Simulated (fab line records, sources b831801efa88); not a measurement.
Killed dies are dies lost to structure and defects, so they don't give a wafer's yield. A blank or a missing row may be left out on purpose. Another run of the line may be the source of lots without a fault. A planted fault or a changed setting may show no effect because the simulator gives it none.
Which of the tools did it? :: flow sky130 :: Sampling: 11 lots, 33 wafers, 3 of 708 route steps

== WHAT THE GAUGES READ, wafer by wafer ==
SKY_CAPM_RS_MEAS_03: the measuring method here is four-point-probe.
lot: L246
measured: day 36 08:34
on: film_metro-02
CAPM_TIN_RS (ohm/sq): 7.06 6.98 6.92

lot: L248
measured: day 36 18:52
on: film_metro-04
CAPM_TIN_RS (ohm/sq): 6.91 6.99 6.98

lot: L252
measured: day 38 07:38
on: film_metro-04
CAPM_TIN_RS (ohm/sq): 7.03 6.85 6.80

lot: L253
measured: day 38 15:09
on: film_metro-01
CAPM_TIN_RS (ohm/sq): 6.85 6.91 6.94

lot: L255
measured: day 39 08:44
on: film_metro-04
CAPM_TIN_RS (ohm/sq): 7.03 7.13 7.04

lot: L261
measured: day 41 11:02
on: film_metro-04
CAPM_TIN_RS (ohm/sq): 6.91 6.88 7.00

lot: L262
measured: day 41 11:50
on: film_metro-01
CAPM_TIN_RS (ohm/sq): 7.39 7.60 7.48 7.39 7.61 7.48

lot: L263
measured: day 41 16:53
on: film_metro-04
CAPM_TIN_RS (ohm/sq): 7.58 7.68 7.76 7.58 7.67 7.75

lot: L264
measured: day 41 20:14
on: film_metro-04
CAPM_TIN_RS (ohm/sq): 7.26 7.34 7.34 7.25 7.36 7.35

lot: L267
measured: day 42 09:32
on: film_metro-01
CAPM_TIN_RS (ohm/sq): 6.99 6.81 6.81

lot: L268
measured: day 42 23:10
on: film_metro-01
CAPM_TIN_RS (ohm/sq): 6.87 6.94 6.89

SKY_CAPM_THK_MEAS_04: measures by xrf.
lot: L246
measured: day 36 08:41
on: film_metro-02
CAPM_TIN_THK (nm): 193.8 195.6 197.9

lot: L248
measured: day 36 18:59
on: film_metro-04
CAPM_TIN_THK (nm): 196.0 193.8 194.6

lot: L252
measured: day 38 07:46
on: film_metro-04
CAPM_TIN_THK (nm): 193.5 198.0 199.9

lot: L253
measured: day 38 15:15
on: film_metro-01
CAPM_TIN_THK (nm): 200.8 199.0 197.8

lot: L255
measured: day 39 08:51
on: film_metro-04
CAPM_TIN_THK (nm): 193.7 190.6 194.1

lot: L261
measured: day 41 11:10
on: film_metro-04
CAPM_TIN_THK (nm): 197.2 195.9 194.8

lot: L262
measured: day 41 15:15
on: film_metro-01
CAPM_TIN_THK (nm): 184.8 179.6 182.4 184.3 180.1 182.0

lot: L263
measured: day 41 22:30
on: film_metro-04
CAPM_TIN_THK (nm): 179.5 177.1 175.7 179.0 177.3 176.1

lot: L264
measured: day 42 01:04
on: film_metro-04
CAPM_TIN_THK (nm): 186.2 184.4 184.0 185.7 184.3 184.4

lot: L267
measured: day 42 09:40
on: film_metro-01
CAPM_TIN_THK (nm): 197.3 200.9 201.8

lot: L268
measured: day 42 23:17
on: film_metro-01
CAPM_TIN_THK (nm): 199.8 197.2 198.7

== EACH LOT AND THE TOOL THAT RAN IT (in order: tool; ch and the chambers of the sampled wafers; start) ==
lot: L246
SKY_CAPM_SPUTTER_02: pvd_sputter-03, day 36 08:28

lot: L248
SKY_CAPM_SPUTTER_02: pvd_sputter-04, day 36 18:46

lot: L252
SKY_CAPM_SPUTTER_02: pvd_sputter-03, day 38 07:32

lot: L253
SKY_CAPM_SPUTTER_02: pvd_sputter-01, day 38 15:00

lot: L255
SKY_CAPM_SPUTTER_02: pvd_sputter-04, day 39 08:37

lot: L261
SKY_CAPM_SPUTTER_02: pvd_sputter-03, day 41 10:55

lot: L262
SKY_CAPM_SPUTTER_02: pvd_sputter-03, day 41 11:40

lot: L263
SKY_CAPM_SPUTTER_02: pvd_sputter-03, day 41 16:47

lot: L264
SKY_CAPM_SPUTTER_02: pvd_sputter-03, day 41 20:05

lot: L267
SKY_CAPM_SPUTTER_02: pvd_sputter-04, day 42 09:26

lot: L268
SKY_CAPM_SPUTTER_02: pvd_sputter-04, day 42 23:04
- SKY_CAPM_SPUTTER_02: material TiN, target thk 200 nm, time 166.7 s.

== WHAT THE TOOLS THEMSELVES READ (means of the sampled wafers that have a number; where no wafer has one, the mark that the record gives instead) ==
SKY_CAPM_SPUTTER_02.
lot: L246
tool: pvd_sputter-03
cathode_dc_power_W (W): 6499.2
chamber_pressure_pa (Pa): 0.4002
throttle_valve_pct (%): 30.5

lot: L248
tool: pvd_sputter-04
cathode_dc_power_W (W): 6500.4
chamber_pressure_pa (Pa): 0.4000
throttle_valve_pct (%): 32.8

lot: L252
tool: pvd_sputter-03
cathode_dc_power_W (W): 6499.1
chamber_pressure_pa (Pa): 0.4002
throttle_valve_pct (%): 30.5

lot: L253
tool: pvd_sputter-01
cathode_dc_power_W (W): 6500.1
chamber_pressure_pa (Pa): 0.4002
throttle_valve_pct (%): 29.8

lot: L255
tool: pvd_sputter-04
cathode_dc_power_W (W): 6500.9
chamber_pressure_pa (Pa): 0.4003
throttle_valve_pct (%): 30.0

lot: L261
tool: pvd_sputter-03
cathode_dc_power_W (W): 6500.9
chamber_pressure_pa (Pa): 0.4004
throttle_valve_pct (%): 30.8

lot: L262
tool: pvd_sputter-03
cathode_dc_power_W (W): 6032.1
chamber_pressure_pa (Pa): 0.3992
throttle_valve_pct (%): 30.3

lot: L263
tool: pvd_sputter-03
cathode_dc_power_W (W): 6031.3
chamber_pressure_pa (Pa): 0.4003
throttle_valve_pct (%): 30.8

lot: L264
tool: pvd_sputter-03
cathode_dc_power_W (W): 6031.7
chamber_pressure_pa (Pa): 0.3988
throttle_valve_pct (%): 30.1

lot: L267
tool: pvd_sputter-04
cathode_dc_power_W (W): 6500.7
chamber_pressure_pa (Pa): 0.3994
throttle_valve_pct (%): 29.2

lot: L268
tool: pvd_sputter-04
cathode_dc_power_W (W): 6500.1
chamber_pressure_pa (Pa): 0.4000
throttle_valve_pct (%): 31.3

== THE ANSWER, worked out from the rows above alone ==
Rule: usual is defined by the lots themselves. The widest of any qualifying gaps counts: lots, ordered by their means at a reading, are off when they make up no more than a third of the lots, leave a main group of 4 or more, and stand apart from it by 3 or more times the standard deviation of that group's means. A main group whose means are all the same, to the digits that the tables above print for the reading, isn't used. A lot without any number at a reading at which 4 lots or more have one is off too. The other lots that the step has rows for count as sound. The gauges are gone through in route order, then the tools' own readings, and for those a lot's mean is taken as printed above. At the first step where some lot is off, the reading lying furthest off is the one used; lots without a number count as furthest.
Off: L262, L263, L264, at SKY_CAPM_RS_MEAS_03 (CAPM_TIN_RS). Main group: mean 6.94 ohm/sq, sd 0.06.
A tool fits if, at a process step before that reading, it ran every lot that is off, and no sound lot after the first of them. The gauges at SKY_CAPM_RS_MEAS_03 aren't tried: what is off there is off at SKY_CAPM_SPUTTER_02 too, on other tools, and a gauge's error can't cause that. One candidate fits, namely pvd_sputter-03 at SKY_CAPM_SPUTTER_02. A fault onset in the window from L261 (day 41 10:55, its last sound lot) to L262 (day 41 11:40, its first lot off) fits.
The tool's own readings at SKY_CAPM_SPUTTER_02 bear it out: on the lots that are off they differ by more than 5 times the standard deviation of the sound lots' means. cathode_dc_power_W reads 6031.7 W there against 6500.2 W on the sound lots.

== WHAT THE SIMULATOR PUT IN ==
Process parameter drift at SKY_CAPM_SPUTTER_02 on pvd_sputter-03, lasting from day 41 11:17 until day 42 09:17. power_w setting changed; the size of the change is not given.
Shown lots that were struck: L262, L263, L264. The rule above found the same.
